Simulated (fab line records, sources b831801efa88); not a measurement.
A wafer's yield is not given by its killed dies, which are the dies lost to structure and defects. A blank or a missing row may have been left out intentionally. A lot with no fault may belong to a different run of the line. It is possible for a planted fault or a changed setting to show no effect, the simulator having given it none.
Which tool is to blame? | flow sky130 | Sampling: 7 lots, 21 wafers, 2 of 708 route steps

WHAT THE GAUGES SHOWED, per wafer
SKY_RES_XHIGH_TW_MEAS_09.
lot  | measured     | on            | RES_XHIGH_TW
L367 | day 26 21:25 | film-metro-04 | 1622 1625 1628
L369 | day 27 19:23 | film-metro-03 | 1648 1648 1635
L371 | day 28 14:32 | film-metro-03 | 1640 1644 1633
L373 | day 29 11:05 | film-metro-02 | 1610 1630 1618
L376 | day 30 05:46 | film-metro-04 | 1621 1627 1630
L382 | day 32 02:10 | film-metro-02 | 1409 1414 1406
L389 | day 34 09:27 | film-metro-04 | 1623 1618 1614

TOOL THAT RAN EACH LOT (tool first, then ch and the chambers of the sampled wafers, then the start)
lot  | SKY_RES_XHIGH_IMPLANT_07
L367 | implanter-03 ch 0, day 26 21:10
L369 | implanter-02 ch 0, day 27 19:08
L371 | implanter-03 ch 0, day 28 14:18
L373 | implanter-04 ch 0, day 29 10:52
L376 | implanter-02 ch 0, day 30 05:30
L382 | implanter-03 ch 0, day 32 01:56
L389 | implanter-04 ch 0, day 34 09:12
- SKY_RES_XHIGH_IMPLANT_07

THE ANSWER, worked out from the rows above alone
Rule: usual is defined by the lots themselves. The widest of any qualifying gaps counts: lots, ordered by their means at a reading, are off when they make up no more than a third of the lots, leave a main group of 4 or more, and stand apart from it by 3 or more times the standard deviation of that group's means. A main group is skipped when, at the precision printed for the reading in the tables above, its means are all equal. Also off: a lot with no number at a reading for which 4 or more lots have one. Where the step has rows for the other lots, those lots are counted as sound.
Off: L382, seen at SKY_RES_XHIGH_TW_MEAS_09 (RES_XHIGH_TW). The main group has a mean of 1629 with a standard deviation of 9.5.
A tool fits if, at a process step before that reading, it ran every lot that is off, and no sound lot after the first of them. Gauges at SKY_RES_XHIGH_TW_MEAS_09: tried the same way as those tools. Undecided on this evidence; 2 tools fit (implanter-03 at SKY_RES_XHIGH_IMPLANT_07, film-metro-02 at SKY_RES_XHIGH_TW_MEAS_09).

WHAT THE SIMULATOR HAD INSERTED
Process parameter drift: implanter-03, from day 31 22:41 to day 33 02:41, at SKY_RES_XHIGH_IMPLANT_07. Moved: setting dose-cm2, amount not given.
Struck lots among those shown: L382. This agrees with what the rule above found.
